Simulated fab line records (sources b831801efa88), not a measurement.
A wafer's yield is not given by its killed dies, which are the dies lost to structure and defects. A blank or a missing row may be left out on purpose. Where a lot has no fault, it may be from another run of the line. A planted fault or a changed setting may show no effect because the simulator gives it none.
A struck lot beside a sound one -- flow sky130 -- 25 out of 708 route steps
Sound: these wafers, L578.1, L578.2, L578.6. Wafers struck: L593.2, L593.4, L593.6. At the end, the cause is stated.
Each step with rows lists, per side, the tool, then ch with its chambers, then its first start. Under that, the readings that differ: sound wafers -- struck wafers -- difference of the means -- sigmas: that difference in standard deviations of wafers without a fault.
alike: readings with means less than 2 such deviations apart, plus words and numbers identical on both sides. not compared: withheld readings, readings lacking a value on some wafer, bounds such as >300 that could conceal the same value, and numbers that have no deviation in the record and whose values overlap.
The two part at a step that has a row with sigmas, a row that says differs or no value, or rows on one side only. Numbers that don't overlap but have no deviation are shown without sigmas and don't part them. Lack of a reading on every wafer of one side parts them only where that side has two or more wafers.

first, 3 steps without rows for these wafers: SKY_LOCAL_INTERCONNECT_STRIP_16 (strips in post etch residue remover, time 1200 s); SKY_LOCAL_INTERCONNECT_CLEAN_17 (cleans in IPA, time 180 s); SKY_LOCAL_INTERCONNECT_CLEAN_18 (cleans in O3/DIW).
SKY_CONTACT_CVD_00: deposits Si3N4, target thk 75 nm.
  sound on pecvd-01 ch 0,1,2, day 31 08:01; struck on pecvd-02 ch 2, day 35 19:42
  alike: heaterPowerW, rfFwdPowerW
SKY_CONTACT_THK_MEAS_01:
  struck on filmMetro-03, day 35 19:46; sound on filmMetro-03, day 31 08:02
  alike: CONTACT_CVD_00_THK
then, 1 step without rows for these wafers: SKY_CONTACT_HDPCVD_02 (deposits SiO2, target thk 565 nm, time 94.2 s).
SKY_CONTACT_THK_MEAS_03:
  struck on filmMetro-01, day 35 19:53; sound on filmMetro-01, day 31 08:10
  alike: CONTACT_HDPCVD_THK
SKY_CONTACT_CMP_04: polishes SiO2.
  sound on cmp-01 ch 0,2,3, day 31 08:14; struck on cmp-01 ch 0,1,3, day 35 20:02
  alike: motorCurrentA, platenRpm, timeToEndpointS
SKY_CONTACT_BOW_MEAS_05:
  struck on filmMetro-01, day 35 20:16; sound on filmMetro-01, day 31 08:32
  alike: CONTACT_BOW
then, 3 steps without rows for these wafers: SKY_CONTACT_DEHYDRATE_06 (time 60 s); SKY_CONTACT_HMDS_07 (prime time 60 s); SKY_CONTACT_COAT_08 (resist thk 60 nm).
SKY_CONTACT_COAT_09: resist thk 450 nm.
  sound on lithoTrack-03 ch 0, day 31 21:00; struck on lithoTrack-03 ch 0, day 36 09:00
reading,sound,struck,difference,sigmas
model.KrF-thick_of_CONTACT_COAT_09.thkNm (nm),448.8 448.9 448.7,510.6 512.6 512.2,+63.0,
  alike: chillPlateTempC, dispensePressureKPa
then, 4 steps without rows for these wafers: SKY_CONTACT_SOFTBAKE_10 (time 90 s); SKY_CONTACT_EXPOSE_11 (exposes mask CTM1, target cd 170 nm); SKY_CONTACT_PEB_12; SKY_CONTACT_DEVELOP_13 (develop time 60 s).
SKY_CONTACT_CD_MEAS_14 targets a cd of 170 nm.
  struck on cdSem-02, day 36 22:23; sound on cdSem-02, day 32 11:20
  alike: cdNm
SKY_CONTACT_OVL_MEAS_15:
  struck on overlay-02, day 36 22:29; sound on overlay-02, day 32 11:28
  alike: CONTACT_OVL
SKY_CONTACT_ETCH_16: etches BARC in N2/H2, stops on SiO2, time 45.9 s, target depth 60 nm.
  sound on rieDiel-03 ch 0,3, day 32 11:29; struck on rieDiel-03 ch 1,2,3, day 36 22:31
  alike: chamberPressureMTorr, drypumpMotorCurrentA, oesProductAu, rfFwdPowerW, throttleValvePct
  not compared: rfHoursCounterH
SKY_CONTACT_ETCH_17: etches SiO2 in C4F8/O2/Ar, stops on Si3N4, target depth 340 nm.
  sound on rieDiel-03 ch 0,3, day 32 11:32; struck on rieDiel-03 ch 1,2,3, day 36 22:34
  alike: chamberPressureMTorr, oesProductAu, rfFwdPowerW
SKY_CONTACT_ETCH_18: etches Si3N4 in CHF3/O2, stops on TiN, time 39 s, target depth 75 nm.
  sound: rieDiel-03 ch 0,3; struck: rieDiel-03 ch 1,2,3
reading,sound,struck,difference,sigmas
model.KrF-thick_of_CONTACT_COAT_09.thkNm (nm),245.9 245.1 243.4,307.5 303.6 307.5,+61.4,
  alike: chamberPressureMTorr, drypumpMotorCurrentA, oesProductAu, rfFwdPowerW, throttleValvePct
  not compared: rfHoursCounterH
SKY_CONTACT_STRIP_19: strips in O2/N2.
  sound on plasmaAsher-01 ch 0,1, day 32 11:37; struck on plasmaAsher-01 ch 0,1, day 36 22:39
reading,sound,struck,difference,sigmas
oesProductAu (a.u.),0.383 0.381 0.385,0.402 0.404 0.411,+0.023,+5
stripTimeToEndpointS (s),3.65 3.64 3.63,4.29 4.26 4.32,+0.65,+20
  alike: chamberPressureMTorr, drypumpMotorCurrentA
  not compared: rfHoursCounterH
then, 1 step without rows for these wafers: SKY_CONTACT_STRIP_20 (strips in post etch residue remover, time 1200 s).
-- the record jumps here: 13 days lie between the struck wafers' starts before and after (it left off in module CONTACT and takes up again in module PAD_OPEN, whose first step shown is number 708 of the route) --
SKY_PAD_OPEN_PROBE_99:
  only the struck wafers here have rows in the record (prober-02, day 49 13:29); the sound ones have none

WHERE THEY PART
Earliest at SKY_CONTACT_STRIP_19; latest, in this record, at SKY_PAD_OPEN_PROBE_99.

WHY: what the simulator had put in
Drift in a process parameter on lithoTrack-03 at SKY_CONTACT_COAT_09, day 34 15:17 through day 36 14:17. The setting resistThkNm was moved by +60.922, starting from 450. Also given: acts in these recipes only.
